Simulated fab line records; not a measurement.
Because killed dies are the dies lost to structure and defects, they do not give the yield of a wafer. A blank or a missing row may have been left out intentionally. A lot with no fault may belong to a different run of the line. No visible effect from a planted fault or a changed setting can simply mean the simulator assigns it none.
Which tool is to blame? + flow sky130 + 7 lots with 20 wafers sampled at 2 steps, on a route of 708 steps

## WHAT THE GAUGES READ, wafer by wafer
SKY_VT_ADJUST_HVTR_TW_MEAS_11.
| lot  | measured     | on            | VT_ADJUST_HVTR_TW |
|------|--------------|---------------|-------------------|
| L122 | day 9 19:35  | film-metro-02 | 211.7 212.3 211.6 |
| L124 | day 10 12:32 | film-metro-02 | 213.8 213.1 212.5 |
| L127 | day 11 05:26 | film-metro-04 | 211.4 211.5 212.1 |
| L133 | day 13 03:31 | film-metro-04 | 197.7 211.6       |
| L139 | day 15 02:29 | film-metro-04 | 210.6 211.7 211.6 |
| L141 | day 15 13:28 | film-metro-02 | 213.2 212.9 213.5 |
| L143 | day 16 05:16 | film-metro-03 | 209.4 209.7 210.1 |

## TOOL THAT RAN EACH LOT (tool first, then ch and the chambers of the sampled wafers, then the start)
| lot  | SKY_VT_ADJUST_HVTR_IMPLANT_09   |
|------|---------------------------------|
| L122 | implanter-01 ch 0, day 9 19:22  |
| L124 | implanter-01 ch 0, day 10 12:19 |
| L127 | implanter-03 ch 0, day 11 05:12 |
| L133 | implanter-03 ch 0, day 13 03:16 |
| L139 | implanter-02 ch 0, day 15 02:15 |
| L141 | implanter-02 ch 0, day 15 13:13 |
| L143 | implanter-01 ch 0, day 16 05:02 |
- SKY_VT_ADJUST_HVTR_IMPLANT_09

## THE ANSWER, worked out from the rows above alone
Rule: usual is defined by the lots themselves. Put in order of their means at a reading, lots are off if they are a third of the lots or fewer, leave a main group of 4 or more, and stand apart from it by a gap of 3 or more times the standard deviation of the main group's means; of several such gaps the widest counts. If all means in a main group match to the digits the tables above print for the reading, that group is not used. Also off: a lot with no number at a reading for which 4 or more lots have one. Where the step has rows for the other lots, those lots are counted as sound.
Off: at SKY_VT_ADJUST_HVTR_TW_MEAS_11 (VT_ADJUST_HVTR_TW), L133. Mean 211.8 and standard deviation 1.2 in the main group.
A tool fits if, at a process step before that reading, it ran every lot that is off, and no sound lot after the first of them. The gauges at SKY_VT_ADJUST_HVTR_TW_MEAS_11 are tried like those tools. One fits: SKY_VT_ADJUST_HVTR_IMPLANT_09 on implanter-03. Its last sound lot is L127 (day 11 05:12), its first lot that is off L133 (day 13 03:16): a fault that began between those two fits.

## WHAT THE SIMULATOR HAD PUT IN
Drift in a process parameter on implanter-03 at SKY_VT_ADJUST_HVTR_IMPLANT_09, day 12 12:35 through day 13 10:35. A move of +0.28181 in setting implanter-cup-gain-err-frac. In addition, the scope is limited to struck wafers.
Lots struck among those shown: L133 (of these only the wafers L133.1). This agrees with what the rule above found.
